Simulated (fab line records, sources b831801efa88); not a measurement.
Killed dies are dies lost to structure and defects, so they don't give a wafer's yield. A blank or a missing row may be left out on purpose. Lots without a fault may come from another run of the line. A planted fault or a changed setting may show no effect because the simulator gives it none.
Which tool did it? | flow gf180mcu | 13 lots, 39 wafers sampled, at 5 steps of a route of 602

WHAT THE GAUGES READ, wafer by wafer
GF_NWELL_OVL_MEAS_07.
lot  | measured    | on         | NWELL_OVL (nm)
L937 | day 3 22:19 | overlay-01 | -1.2 -2.4 -2.9
L938 | day 4 05:34 | overlay-01 | -0.6 1.2 -1.1
L939 | day 4 08:56 | overlay-02 | 0.7 -1.4 -1.1
L941 | day 4 21:07 | overlay-01 | 0.2 -0.5 -0.6
L942 | day 5 01:55 | overlay-01 | -2.4 -2.0 -1.8
L945 | day 5 14:22 | overlay-02 | -2.3 0.2 -0.9
L946 | day 5 21:41 | overlay-02 | -3.9 -3.6 -2.0
L951 | day 7 00:13 | overlay-02 | -1.2 0.4 0.0
L952 | day 7 04:46 | overlay-02 | 2.2 1.0 0.1
L953 | day 7 09:49 | overlay-02 | -0.3 -0.5 -1.8
L954 | day 7 14:55 | overlay-02 | 0.7 -1.0 -1.0
L955 | day 7 19:38 | overlay-02 | -0.7 -0.3 -1.2
L957 | day 8 06:23 | overlay-02 | -1.0 -3.2 -0.3

GF_VT_IMPLANT_TW_MEAS_43.
lot  | measured     | on            | VT_IMPLANT_4_TW
L937 | day 8 07:24  | film_metro-03 | 706 703 702
L938 | day 8 15:17  | film_metro-02 | 684 689 691
L939 | day 8 19:42  | film_metro-02 | 689 691 691
L941 | day 9 12:54  | film_metro-01 | 661 663 662
L942 | day 9 18:27  | film_metro-03 | 703 707 705
L945 | day 10 06:40 | film_metro-01 | 683 681 683
L946 | day 10 16:57 | film_metro-03 | 698 698 697
L951 | day 12 01:43 | film_metro-02 | 693 690 692
L952 | day 12 08:11 | film_metro-01 | 686 686 687
L953 | day 12 15:27 | film_metro-02 | 690 691 694
L954 | day 12 19:48 | film_metro-01 | 685 684 686
L955 | day 13 02:36 | film_metro-02 | 685 694 691
L957 | day 13 16:07 | film_metro-02 | 691 692 695

GF_HV_LDD_CD_MEAS_19: target cd 400 nm.
lot  | measured     | on        | cd_nm (nm)
L937 | day 11 15:38 | cd_sem-02 | 401.0 401.4 399.4
L938 | day 11 20:29 | cd_sem-02 | 396.8 398.5 396.8
L939 | day 12 03:23 | cd_sem-02 | 397.5 400.4 399.2
L941 | day 13 00:41 | cd_sem-02 | 403.4 400.3 400.2
L942 | day 13 08:31 | cd_sem-02 | 396.7 396.5 395.2
L945 | day 13 19:02 | cd_sem-01 | 397.1 398.4 398.5
L946 | day 14 07:00 | cd_sem-02 | 399.3 400.3 397.9
L951 | day 15 21:14 | cd_sem-02 | 401.7 401.2 404.7
L952 | day 16 04:15 | cd_sem-01 | 399.3 400.7 399.5
L953 | day 16 12:01 | cd_sem-01 | 399.6 399.5 399.7
L954 | day 16 18:05 | cd_sem-01 | 401.7 403.3 404.7
L955 | day 16 23:46 | cd_sem-01 | 399.8 400.6 401.3
L957 | day 17 15:18 | cd_sem-02 | 397.8 395.4 401.1

WHICH TOOL RAN EACH LOT (tool, then ch and the chambers of the sampled wafers, then the start)
lot  | GF_VT_IMPLANT_IMPLANT_41        | GF_POLY_GATE_STRIP_14
L937 | implanter-03 ch 0, day 8 07:09  | plasma_asher-02 ch 0,1, day 10 00:58
L938 | implanter-02 ch 0, day 8 15:02  | plasma_asher-03 ch 1, day 10 07:05
L939 | implanter-03 ch 0, day 8 19:27  | plasma_asher-03 ch 0,1, day 10 12:31
L941 | implanter-03 ch 0, day 9 12:39  | plasma_asher-01 ch 0,1, day 11 08:26
L942 | implanter-01 ch 0, day 9 18:12  | plasma_asher-03 ch 0,1, day 11 14:03
L945 | implanter-02 ch 0, day 10 06:25 | plasma_asher-01 ch 0,1, day 12 02:02
L946 | implanter-01 ch 0, day 10 16:44 | plasma_asher-01 ch 0,1, day 12 12:37
L951 | implanter-03 ch 0, day 12 01:29 | plasma_asher-02 ch 0,1, day 14 00:57
L952 | implanter-03 ch 0, day 12 07:56 | plasma_asher-01 ch 0,1, day 14 06:23
L953 | implanter-01 ch 0, day 12 15:12 | plasma_asher-02 ch 0,1, day 14 13:20
L954 | implanter-01 ch 0, day 12 19:33 | plasma_asher-01 ch 0,1, day 14 20:00
L955 | implanter-03 ch 0, day 13 02:21 | plasma_asher-01 ch 0,1, day 15 02:09
L957 | implanter-03 ch 0, day 13 15:53 | plasma_asher-03 ch 0,1, day 15 16:47
- GF_VT_IMPLANT_IMPLANT_41
- GF_POLY_GATE_STRIP_14: strips in O2/N2.

WHAT THE TOOLS THEMSELVES READ (means of the sampled wafers that have a number; where no wafer has one, the mark that the record gives instead)
GF_VT_IMPLANT_IMPLANT_41.
lot  | tool         | dose_ions_cm2
L937 | implanter-03 | 1.0146e+12
L938 | implanter-02 | 1.0117e+12
L939 | implanter-03 | 1.0135e+12
L941 | implanter-03 | 1.0133e+12
L942 | implanter-01 | 1.0135e+12
L945 | implanter-02 | 1.0147e+12
L946 | implanter-01 | 1.0121e+12
L951 | implanter-03 | 1.0117e+12
L952 | implanter-03 | 1.0136e+12
L953 | implanter-01 | 1.0126e+12
L954 | implanter-01 | 1.0116e+12
L955 | implanter-03 | 1.0140e+12
L957 | implanter-03 | 1.0135e+12

GF_POLY_GATE_STRIP_14.
lot  | tool            | drypump_motor_current_A (A) | heater_power_w (W) | n2_flow_sccm (sccm) | oes_product_au (a.u.)
L937 | plasma_asher-02 | 5.1                         | 313                | 299.5               | 0.503
L938 | plasma_asher-03 | 6.0                         | 307                | 300.8               | 0.506
L939 | plasma_asher-03 | 5.5                         | 371                | 299.1               | 0.502
L941 | plasma_asher-01 | 5.6                         | 296                | 300.9               | 0.506
L942 | plasma_asher-03 | 5.7                         | 339                | 299.8               | 0.507
L945 | plasma_asher-01 | 5.6                         | 303                | 300.2               | 0.506
L946 | plasma_asher-01 | 5.6                         | 301                | 300.1               | 0.504
L951 | plasma_asher-02 | 5.1                         | 320                | 300.4               | 0.503
L952 | plasma_asher-01 | 5.3                         | 303                | 300.0               | 0.507
L953 | plasma_asher-02 | 5.1                         | 318                | 299.5               | 0.504
L954 | plasma_asher-01 | 5.6                         | 307                | 299.3               | 0.506
L955 | plasma_asher-01 | 5.3                         | 300                | 301.0               | 0.503
L957 | plasma_asher-03 | 5.4                         | 369                | 299.7               | 0.506

THE ANSWER, worked out from the rows above alone
Rule: what is usual is taken from the lots themselves. Put in order of their means at a reading, lots are off if they are a third of the lots or fewer, leave a main group of 4 or more, and stand apart from it by a gap of 3 or more times the standard deviation of the main group's means; of several such gaps the widest counts. A main group whose means are all the same, to the digits that the tables above print for the reading, isn't used. A lot without any number at a reading at which 4 lots or more have one is off too. The other lots that the step has rows for count as sound. The gauges are gone through in route order, then the tools' own readings, and for those a lot's mean is taken as printed above. The first step at which some lot is off is used, and at that step the reading that is off furthest; a lot without a number counts as furthest.
Off: L941, at GF_VT_IMPLANT_TW_MEAS_43 (VT_IMPLANT_4_TW). The main group: mean 692, standard deviation 6.7.
A tool fits if, at a process step before that reading, it ran every lot that is off, and no sound lot after the first of them. The gauges at GF_VT_IMPLANT_TW_MEAS_43 are tried like those tools. None of those tried fits.

WHAT THE SIMULATOR HAD PUT IN
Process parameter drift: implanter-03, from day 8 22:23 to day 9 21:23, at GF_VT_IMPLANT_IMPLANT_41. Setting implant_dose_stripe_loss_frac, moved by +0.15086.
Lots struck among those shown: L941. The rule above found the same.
